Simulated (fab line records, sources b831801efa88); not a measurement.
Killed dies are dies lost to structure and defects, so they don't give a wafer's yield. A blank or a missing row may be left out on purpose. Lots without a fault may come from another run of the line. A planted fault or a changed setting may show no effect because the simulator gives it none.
Chamber matching | flow gf180mcu | GF_V3_ETCH_16 on rie_diel-02: 4 sister chambers
The step etches BARC in N2/H2. 8 wafers are shown with their chamber, then 6 later ones without.

WAFERS WITH THEIR CHAMBER
wafer  | chamber | drypump_motor_current_A (A) | oes_product_au (a.u.)
L612.6 | 3       | 4.9                         | 0.852
L616.2 | 0       | 5.1                         | 0.857
L616.5 | 1       | 6.1                         | 0.860
L617.2 | 3       | 5.0                         | 0.855
L617.4 | 2       | 5.1                         | 0.861
L617.6 | 1       | 6.0                         | 0.854
L618.3 | 0       | 5.1                         | 0.853
L618.5 | 2       | 5.1                         | 0.856

WAFERS WITHOUT THEIR CHAMBER
wafer  | drypump_motor_current_A (A) | oes_product_au (a.u.)
L631.1 | 5.1                         | 0.854
L631.2 | 4.9                         | 0.846
L631.6 | 6.1                         | 0.850
L633.3 | 6.1                         | 0.851
L633.5 | 4.9                         | 0.859
L633.6 | 5.1                         | 0.855

WHICH CHAMBER EACH WENT THROUGH
wafer  | from the rows above     | in truth
L631.1 | can't be placed: 0 or 2 | 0
L631.2 | 3                       | 3
L631.6 | 1                       | 1
L633.3 | 1                       | 1
L633.5 | 3                       | 3
L633.6 | can't be placed: 0 or 2 | 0
Placed correctly: 4 of 6. Can't be placed from these rows: 2 (the true chamber is among the candidates in 2). Placed wrongly: 0.
How it was worked out, from the rows above alone: a wafer's distance from a chamber is the root of the sum, over the readings, of the square of ((its reading less the chamber's mean) divided by the reading's scatter). The wafer belongs to the nearest chamber; if the next one is less than 2 further off, it can't be placed. A chamber's mean is the mean of its shown wafers. The scatter: the root of (the sum of the squares of (reading less its chamber's mean) over the shown wafers, divided by (wafers less chambers)).
